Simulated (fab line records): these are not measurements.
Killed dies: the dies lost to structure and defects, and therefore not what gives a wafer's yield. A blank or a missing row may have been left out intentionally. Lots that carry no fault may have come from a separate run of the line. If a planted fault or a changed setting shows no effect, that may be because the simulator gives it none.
What tool caused it?    flow sky130    6 lots, 18 wafers sampled, at 2 steps of a route of 708

## WHAT THE GAUGES READ, wafer by wafer
SKY_LDD_HVN_OVL_MEAS_07.
lot   measured      on          LDD_HVN_OVL (nm)
L702  day 20 12:44  overlay-02  1.2 -0.1 -2.2
L704  day 21 07:30  overlay-01  1.2 -0.4 -0.4
L709  day 23 09:19  overlay-02  -1.1 -0.7 1.4
L716  day 25 20:56  overlay-02  -0.8 1.7 -0.5
L720  day 27 02:20  overlay-01  -0.2 -1.6 -0.9
L722  day 27 16:44  overlay-01  -0.3 -0.1 -0.9

## EACH LOT AND THE TOOL THAT RAN IT (in order: tool; ch and the chambers of the sampled wafers; start)
lot   SKY_LDD_HVN_EXPOSE_04
L702  iline-stepper-01 ch 0, day 19 20:51
L704  iline-stepper-01 ch 0, day 20 15:54
L709  iline-stepper-01 ch 0, day 22 18:33
L716  iline-stepper-02 ch 0, day 25 07:39
L720  iline-stepper-02 ch 0, day 26 13:16
L722  iline-stepper-02 ch 0, day 27 03:29
- SKY_LDD_HVN_EXPOSE_04: exposes mask HVNTM, target cd 700 nm.

## THE ANSWER, worked out from the rows above alone
Rule: what is usual is taken from the lots themselves. Put in order of their means at a reading, lots are off if they are a third of the lots or fewer, leave a main group of 4 or more, and stand apart from it by a gap of 3 or more times the standard deviation of the main group's means; of several such gaps the widest counts. If all means in a main group match to the digits the tables above print for the reading, that group is not used. A lot without any number at a reading at which 4 lots or more have one is off too. Where the step has rows for the other lots, those lots are counted as sound.
No lot is off at any reading shown: from this, nothing can be told.

## WHAT WAS PUT IN BY THE SIMULATOR
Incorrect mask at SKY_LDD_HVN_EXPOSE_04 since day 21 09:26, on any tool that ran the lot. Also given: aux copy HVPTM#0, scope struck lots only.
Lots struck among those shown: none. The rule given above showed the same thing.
